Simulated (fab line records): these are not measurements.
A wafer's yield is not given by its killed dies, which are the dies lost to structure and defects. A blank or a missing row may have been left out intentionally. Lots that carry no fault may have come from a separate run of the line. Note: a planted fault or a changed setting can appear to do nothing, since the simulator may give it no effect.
fab line records    flow gf180mcu
record lots=11  wafers=33  lastDay=34
route steps=602 shown V3@446 M4@457 PASSIVATION@587
lots with no fault: from the same line, run without faults
startH: hours from the record's opening day to when the first of the lot's shown wafers began    waitH: how many hours have passed since the lot's step before this one    " identical to the entry in the row above    L1.1+2: a single row standing in for several wafers    - either no value or no given start    * or withheld: withheld    < > ~ a bound
route shown NAME@n: names a module that has steps shown in the file, with the first one's number in the route    usual: mean/standard deviation taken from wafers without a fault    same: alike in all rows    chamber/n: place in a boat    sites: the reading at each site    _std_site: the values' standard deviation    _edge_site: outer sites' mean less inner sites'    radiusMm: how far each site lies from the wafer's centre    mask NAME#n: copy n    behind: the tool/chamber that last shaped the wafer    hold: why the lot was held/for how many hours/how that ended    device: whichever transistor did not switch (one of n, p or np)    end of line: tests run on the same wafers once the route is complete    a step with no rows: only its recipe    killed: the dies lost at the first sort to structure and to defects; this is not the yield of the wafer    map: a wafer's dies, marking killed ones x, the rest . and places with no die _
set.NAME: the setting that was run; set.NAME@STEP: the one run at that earlier step    model.NAME: the simulator's own value behind a step, which no gauge read
one table for each step of the route and one row for each wafer, over a sample of lots
services: from which hour (startH, from the record's first day; less than 0 if before it) a tool's chamber was out of use, for how many hours, and why
## steps
# step GF_V3_ETCH_17
# recipe chemistry=C4F8/O2/Ar  maskMaterial=KrF  target=SiO2  stopOn=TiN  sourceW=1500  biasW=1200  pressureMtorr=40  c4f8FlowSccm=withheld  O2_flow_sccm=6  Ar_flow_sccm=300  timeS=withheld  targetDepthA=6350
# usual chamberPressureMTorr=39.99/0.037  oesProductAu=0.856/0.0047
lot.wafer  tool        chamber  startH  waitH  chamberPressureMTorr  oesProductAu
L632.1     rieDiel-01  3        -       -      40.03                 0.854
L632.5     "           1        "       "      40.00                 0.862
L632.6     "           0        "       "      39.98                 0.849
L633.1     rieDiel-02  3        -       -      40.00                 0.855
L633.2     "           0        "       "      40.01                 0.858
L633.6     "           0        "       "      39.88                 0.851
L634.1     rieDiel-01  1        -       -      39.96                 0.862
L634.2     "           3        "       "      39.93                 0.855
L634.3     "           2        "       "      40.00                 0.863
L635.1     rieDiel-03  3        -       -      40.01                 0.857
L635.2     "           2        "       "      39.95                 0.858
L635.3     "           1        "       "      40.01                 0.858
L636.2     rieDiel-03  1        -       -      40.01                 0.863
L636.3     "           3        "       "      40.01                 0.855
L636.5     "           3        "       "      39.95                 0.860
L638.1     rieDiel-02  2        -       -      39.93                 0.854
L638.2     "           0        "       "      40.02                 0.847
L638.6     "           1        "       "      40.04                 0.855
L647.1     rieDiel-01  0        -       -      40.01                 0.857
L647.3     "           2        "       "      39.96                 0.860
L647.6     "           0        "       "      40.02                 0.858
L648.2     rieDiel-03  3        -       -      39.96                 0.854
L648.3     "           0        "       "      40.03                 0.852
L648.6     "           0        "       "      39.96                 0.857
L651.2     rieDiel-01  0        -       -      40.05                 0.858
L651.4     "           3        "       "      40.04                 0.861
L651.6     "           3        "       "      39.95                 0.854
L652.1     rieDiel-02  0        -       -      40.00                 0.862
L652.3     "           1        "       "      39.97                 0.862
L652.5     "           3        "       "      39.98                 0.858
L654.1     rieDiel-01  2        -       -      40.02                 0.855
L654.3     "           1        "       "      39.98                 0.853
L654.5     "           1        "       "      39.97                 0.860
# step GF_M4_SPUTTER_01
# recipe material=TiN  targetThkNm=30  powerW=6500  timeS=25  chamberPressurePa=0.4
# usual throttleValvePct=30.3/0.78
lot.wafer  tool           chamber  startH  waitH  throttleValvePct
L632.1     pvdSputter-01  -        524.92  0.1    28.5
L632.5     "              -        "       "      30.8
L632.6     "              -        "       "      28.8
L633.1     pvdSputter-01  -        531.43  0.1    28.8
L633.2     "              -        "       "      29.6
L633.6     "              -        "       "      28.6
L634.1     pvdSputter-01  -        541.21  0.1    29.5
L634.2     "              -        "       "      28.7
L634.3     "              -        "       "      30.6
L635.1     pvdSputter-04  -        547.65  0.1    30.9
L635.2     "              -        "       "      31.2
L635.3     "              -        "       "      30.4
L636.2     pvdSputter-01  -        559.08  0.1    29.5
L636.3     "              -        "       "      30.9
L636.5     "              -        "       "      28.6
L638.1     pvdSputter-04  -        575.85  0.1    29.8
L638.2     "              -        "       "      30.7
L638.6     "              -        "       "      30.7
L647.1     pvdSputter-04  -        645.67  0.1    31.2
L647.3     "              -        "       "      30.8
L647.6     "              -        "       "      30.7
L648.2     pvdSputter-01  -        656.02  0.1    29.7
L648.3     "              -        "       "      30.9
L648.6     "              -        "       "      30.4
L651.2     pvdSputter-02  -        673.54  0.1    29.8
L651.4     "              -        "       "      30.8
L651.6     "              -        "       "      31.4
L652.1     pvdSputter-04  -        678.14  0.1    29.9
L652.3     "              -        "       "      30.8
L652.5     "              -        "       "      30.6
L654.1     pvdSputter-02  -        692.32  0.1    31.2
L654.3     "              -        "       "      29.6
L654.5     "              -        "       "      31.2
# step GF_M4_STRIP_17
# recipe chemistry=O2/N2  powerW=1400  pressureMtorr=1500  platenTempC=250  o2FlowSccm=3000  n2FlowSccm=300  overashFraction=0.5
# usual chamberPressureMTorr=1500.2/1.4  drypumpMotorCurrentA=5.9/0.44  heaterPowerW=344/42  oesProductAu=0.558/0.0048  stripTimeToEndpointS=7.87/0.038
# same overashFraction=0.5
lot.wafer  tool            chamber  startH  waitH  chamberPressureMTorr  drypumpMotorCurrentA  heaterPowerW  oesProductAu  rfHoursCounterH  stripTimeToEndpointS
L632.1     plasmaAsher-03  1        548.33  0.1    1499.8                6.3                   414           0.547         46               7.85
L632.5     "               1        "       "      1502.7                6.3                   409           0.560         -                7.92
L632.6     "               0        "       "      1501.4                5.3                   339           0.560         -                7.87
L633.1     plasmaAsher-03  0        554.46  0.1    1499.9                5.3                   336           0.566         46               7.90
L633.2     "               1        "       "      1502.1                6.3                   419           0.557         46               7.90
L633.6     "               1        "       "      1498.3                6.3                   404           0.559         -                7.88
L634.1     plasmaAsher-04  0        564.41  0.1    1498.3                5.1                   332           0.564         16               7.86
L634.2     "               1        "       "      1500.2                6.4                   314           0.569         16               7.89
L634.3     "               0        "       "      1498.7                5.1                   342           0.564         -                7.88
L635.1     plasmaAsher-03  0        570.27  0.2    1501.5                5.3                   334           0.564         48               7.94
L635.2     "               1        "       "      1500.2                6.3                   414           0.555         48               7.89
L635.3     "               0        "       "      1501.4                5.3                   334           0.569         -                7.91
L636.2     plasmaAsher-04  0        581.57  0.1    1501.2                5.1                   329           0.552         18               7.88
L636.3     "               1        "       "      1501.4                6.4                   317           0.555         -                7.87
L636.5     "               1        "       "      1499.1                6.4                   317           0.563         -                7.92
L638.1     plasmaAsher-02  0        597.64  0.1    1502.3                6.0                   286           0.552         95               7.86
L638.2     "               1        "       "      1503.5                6.0                   337           0.558         95               7.79
L638.6     "               1        "       "      1499.3                5.9                   348           0.551         -                7.81
L647.1     plasmaAsher-03  0        665.51  0.1    1500.5                5.3                   337           0.559         58               7.87
L647.3     "               0        "       "      1499.5                5.3                   339           0.563         -                7.85
L647.6     "               1        "       "      1498.7                6.3                   408           0.554         -                7.82
L648.2     plasmaAsher-03  1        676.13  0.1    1500.1                6.3                   399           0.555         59               7.87
L648.3     "               0        "       "      1500.8                5.3                   333           0.553         -                7.91
L648.6     "               1        "       "      1498.7                6.3                   408           0.564         -                7.90
L651.2     plasmaAsher-03  0        693.63  0.1    1499.2                5.3                   337           0.554         60               7.86
L651.4     "               1        "       "      1502.1                6.3                   407           0.556         -                7.85
L651.6     "               0        "       "      1502.7                5.3                   342           0.554         -                7.83
L652.1     plasmaAsher-03  1        697.03  0.1    1500.2                6.3                   400           0.565         61               7.86
L652.3     "               0        "       "      1498.7                5.3                   335           0.561         -                7.89
L652.5     "               0        "       "      1498.9                5.3                   344           0.559         -                7.85
L654.1     plasmaAsher-03  0        711.38  0.1    1503.5                5.3                   338           0.554         62               7.79
L654.3     "               1        "       "      1498.6                6.3                   404           0.555         -                7.88
L654.5     "               1        "       "      1500.2                6.3                   401           0.556         -                7.86
# step GF_PASSIVATION_CVD_00
# recipe material=SiO2  targetThkNm=1000  precursor=TEOS  tempC=400  timeS=111.95  rfW=600
# usual heaterPowerW=643/110
lot.wafer  tool      chamber  startH  waitH  heaterPowerW
L632.1     pecvd-04  0        661.21  0.0    679
L632.5     "         1        "       "      495
L632.6     "         0        "       "      757
L633.1     pecvd-02  0        664.21  0.0    609
L633.2     "         2        "       "      604
L633.6     "         2        "       "      672
L634.1     pecvd-02  2        673.26  0.0    677
L634.2     "         1        "       "      671
L634.3     "         0        "       "      628
L635.1     pecvd-02  2        679.50  0.0    679
L635.2     "         1        "       "      687
L635.3     "         0        "       "      564
L636.2     pecvd-02  0        688.09  0.0    628
L636.3     "         2        "       "      712
L636.5     "         2        "       "      567
L638.1     pecvd-04  2        703.98  0.0    854
L638.2     "         1        "       "      428
L638.6     "         0        "       "      804
L647.1     pecvd-01  1        760.72  0.0    521
L647.3     "         0        "       "      632
L647.6     "         0        "       "      688
L648.2     pecvd-01  0        771.23  0.0    608
L648.3     "         1        "       "      518
L648.6     "         0        "       "      671
L651.2     pecvd-02  1        785.40  0.0    797
L651.4     "         2        "       "      734
L651.6     "         0        "       "      607
L652.1     pecvd-04  1        787.91  0.0    503
L652.3     "         2        "       "      836
L652.5     "         1        "       "      399
L654.1     pecvd-01  1        800.47  0.0    549
L654.3     "         2        "       "      620
L654.5     "         2        "       "      504
# step GF_PASSIVATION_THK_MEAS_01
# recipe reads=SiO2_of_PASSIVATION_CVD_00
# usual PASSIVATION_CVD_00_THK=996/12
lot.wafer  tool          chamber  startH  waitH  PASSIVATION_CVD_00_THK[nm]
L632.1     filmMetro-04  -        661.29  0.0    998
L632.5     "             -        "       "      1005
L632.6     "             -        "       "      1011
L633.1     filmMetro-04  -        664.29  0.0    990
L633.2     "             -        "       "      981
L633.6     "             -        "       "      985
L634.1     filmMetro-01  -        673.34  0.0    995
L634.2     "             -        "       "      984
L634.3     "             -        "       "      996
L635.1     filmMetro-02  -        679.58  0.0    655
L635.2     "             -        "       "      656
L635.3     "             -        "       "      643
L636.2     filmMetro-01  -        688.18  0.0    653
L636.3     "             -        "       "      655
L636.5     "             -        "       "      1005
L638.1     filmMetro-04  -        704.08  0.1    988
L638.2     "             -        "       "      967
L638.6     "             -        "       "      1002
L647.1     filmMetro-04  -        760.80  0.0    999
L647.3     "             -        "       "      983
L647.6     "             -        "       "      1004
L648.2     filmMetro-04  -        771.32  0.0    958
L648.3     "             -        "       "      981
L648.6     "             -        "       "      985
L651.2     filmMetro-04  -        785.49  0.0    988
L651.4     "             -        "       "      1009
L651.6     "             -        "       "      1005
L652.1     filmMetro-04  -        787.99  0.0    995
L652.3     "             -        "       "      994
L652.5     "             -        "       "      1019
L654.1     filmMetro-02  -        800.55  0.0    972
L654.3     "             -        "       "      991
L654.5     "             -        "       "      1001
# step GF_PASSIVATION_ETCH_11
# recipe chemistry=CF4/O2  targetDepthNm=1800  stopOn=TiN  sourceW=800  biasW=150  pressureMtorr=150  cf4FlowSccm=80  O2_flow_sccm=10  timeS=400
# usual chamberPressureMTorr=150.00/0.12  drypumpMotorCurrentA=5.9/0.64  oesProductAu=0.964/0.007  throttleValvePct=5.961/0.0092
lot.wafer  tool        chamber  startH  waitH  chamberPressureMTorr  drypumpMotorCurrentA  oesProductAu  rfHoursCounterH  throttleValvePct
L632.1     rieDiel-01  1        680.56  -      149.99                5.4                   0.959         11               5.956
L632.5     "           0        "       "      149.95                5.4                   0.967         -                5.972
L632.6     "           3        "       "      149.96                6.6                   0.972         -                5.972
L633.1     rieDiel-02  3        684.01  -      150.01                5.7                   0.955         6                5.961
L633.2     "           0        "       "      150.26                5.7                   0.958         14               5.963
L633.6     "           0        "       "      149.75                5.7                   0.959         -                5.958
L634.1     rieDiel-03  0        692.60  -      150.08                6.6                   0.959         10               5.951
L634.2     "           3        "       "      149.81                6.5                   0.959         59               5.956
L634.3     "           1        "       "      150.00                6.7                   0.955         16               5.963
L635.1     rieDiel-03  1        698.50  -      150.05                6.7                   0.847         16               5.908
L635.2     "           2        "       "      149.74                6.7                   0.846         52               5.937
L635.3     "           3        "       "      150.30                6.5                   0.842         60               5.917
L636.2     rieDiel-02  2        706.96  -      150.10                5.0                   0.842         14               5.925
L636.3     "           0        "       "      149.95                5.7                   0.836         16               5.925
L636.5     "           0        "       "      149.90                5.7                   0.966         -                5.961
L638.1     rieDiel-03  1        721.91  -      149.96                6.7                   0.965         17               5.961
L638.2     "           0        "       "      150.01                6.6                   0.950         11               5.949
L638.6     "           0        "       "      150.16                6.6                   0.973         -                5.949
L647.1     rieDiel-02  3        777.26  -      150.01                5.8                   0.961         11               5.959
L647.3     "           0        "       "      149.82                5.7                   0.955         19               5.964
L647.6     "           0        "       "      150.04                5.7                   0.967         -                5.965
L648.2     rieDiel-01  1        786.86  -      150.10                5.4                   0.959         17               5.943
L648.3     "           3        "       "      149.90                6.6                   0.957         21               5.941
L648.6     "           0        "       "      150.03                5.4                   0.963         -                5.955
L651.2     rieDiel-02  1        801.36  -      150.00                4.7                   0.960         4                5.954
L651.4     "           0        "       "      150.07                5.7                   0.971         21               5.981
L651.6     "           2        "       "      150.06                5.0                   0.969         -                5.956
L652.1     rieDiel-01  3        803.26  -      150.00                6.6                   0.963         23               5.969
L652.3     "           0        "       "      149.84                5.4                   0.956         4                5.952
L652.5     "           2        "       "      149.99                6.3                   0.965         -                5.967
L654.1     rieDiel-03  2        815.11  -      150.06                6.7                   0.954         1                5.961
L654.3     "           0        "       "      150.03                6.6                   0.956         15               5.961
L654.5     "           1        "       "      149.99                6.7                   0.966         -                5.976
## services
tool            chamber  startH  hours  kind
rieDiel-03      -        501.61  0.5    repair
rieDiel-03      3        501.79  2.4    repair
rieDiel-03      -        511.94  2.8    pm
plasmaAsher-03  -        521.65  10.7   repair
rieDiel-02      -        531.02  28.1   pm
rieDiel-03      2        553.23  8.2    repair
plasmaAsher-03  -        558.90  1.9    repair
rieDiel-02      1        563.09  4.5    repair
plasmaAsher-03  -        579.69  0.8    repair
rieDiel-02      3        584.20  4.9    repair
rieDiel-02      -        595.03  2.8    pm
rieDiel-02      2        622.58  6.0    repair
rieDiel-02      2        640.51  43.9   repair
rieDiel-02      0        645.03  1.5    repair
rieDiel-01      0        676.42  3.7    repair
rieDiel-02      1        683.94  2.8    repair
rieDiel-03      0        685.92  2.9    repair
rieDiel-01      0        694.34  4.6    repair
rieDiel-01      -        716.01  3.1    repair
rieDiel-01      0        736.75  3.9    repair
rieDiel-02      3        749.48  6.6    repair
rieDiel-01      -        761.30  0.4    repair
rieDiel-03      2        764.80  1.5    repair
rieDiel-03      -        795.01  14.6   pm
## key
firstSign step=GF_PASSIVATION_THK_MEAS_01  reading=PASSIVATION_CVD_00_THK  direction=down  sigmas=28  usual=996  struck=652
effect step=GF_PASSIVATION_ETCH_11  reading=oesProductAu  direction=down  sigmas=17  usual=0.964  struck=0.843
metAt GF_PASSIVATION_CVD_00
struckLots L635,L636
struckWafers L635.1,L635.2,L635.3,L636.2,L636.3
notActingAt GF_V3_ETCH_17,GF_M4_SPUTTER_01,GF_M4_STRIP_17
onsetBetween 673.26 679.50
fault kind=processParameterDrift  tool=pecvd-02  chamber=-  onsetH=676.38  steps=GF_PASSIVATION_CVD_00  channel=targetThkNm  offset=-336.8  shape=step  endH=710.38  scope=struckWafersOnly  actsIn=theseRecipesOnly  stated=1000
